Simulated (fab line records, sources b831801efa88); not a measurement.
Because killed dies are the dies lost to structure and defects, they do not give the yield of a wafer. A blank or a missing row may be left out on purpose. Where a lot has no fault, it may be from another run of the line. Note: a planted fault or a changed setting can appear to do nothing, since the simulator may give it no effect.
Chamber matching    flow gf180mcu    3 sister chambers for GF_PASSIVATION_CVD_00 on pecvd-01
The step deposits SiO2 from TEOS, target thk 1000 nm, time 111.95 s. 22 wafers are shown with their chamber, then 11 later ones without.

WAFERS WITH THEIR CHAMBER
wafer   chamber  heaterPowerW (W)
L077.1  2        844
L077.2  0        662
L077.3  1        745
L077.4  2        896
L077.5  1        804
L077.6  0        522
L079.1  2        869
L079.2  0        650
L079.3  1        765
L079.4  2        882
L079.5  0        511
L079.6  1        793
L083.2  0        651
L083.5  2        920
L083.6  0        525
L086.1  0        654
L086.2  2        833
L086.3  1        786
L086.4  2        888
L086.5  0        514
L086.6  1        642
L088.1  1        821

SIGNATURES, as means of the wafers listed above
reading       chamber 0  chamber 1  chamber 2  scatter within a chamber
heaterPowerW  586.12     765.14     876.00     58.1
Rule: for a wafer and a chamber, the distance is found by dividing, reading by reading, the gap between the wafer's reading and the chamber's mean by the reading's scatter, squaring, summing and taking the root. The wafer belongs to the nearest chamber; if the next one is less than 2 further off, it can't be placed. How the scatter is found: for the shown wafers, subtract from each reading the mean of its chamber, square and add these, divide the total by (wafers less chambers), then take the root.

WAFERS WITHOUT THEIR CHAMBER
wafer   heaterPowerW (W)
L088.3  617
L088.4  633
L093.1  816
L093.3  775
L093.5  519
L094.1  583
L094.4  639
L094.5  796
L096.4  897
L096.5  594
L096.6  779

THE CHAMBER EACH PASSED THROUGH
wafer   from the rows above      in truth
L088.3  0                        0
L088.4  can't be placed: 0 or 1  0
L093.1  can't be placed: 1 or 2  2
L093.3  can't be placed: 1 or 2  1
L093.5  0                        0
L094.1  0                        0
L094.4  can't be placed: 0 or 1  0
L094.5  can't be placed: 1 or 2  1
L096.4  can't be placed: 2 or 1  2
L096.5  0                        0
L096.6  can't be placed: 1 or 2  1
Placed correctly: 4 of 11. Unplaceable from these rows: 7, with the true chamber sitting among the candidates in 7. Placed wrongly: 0.
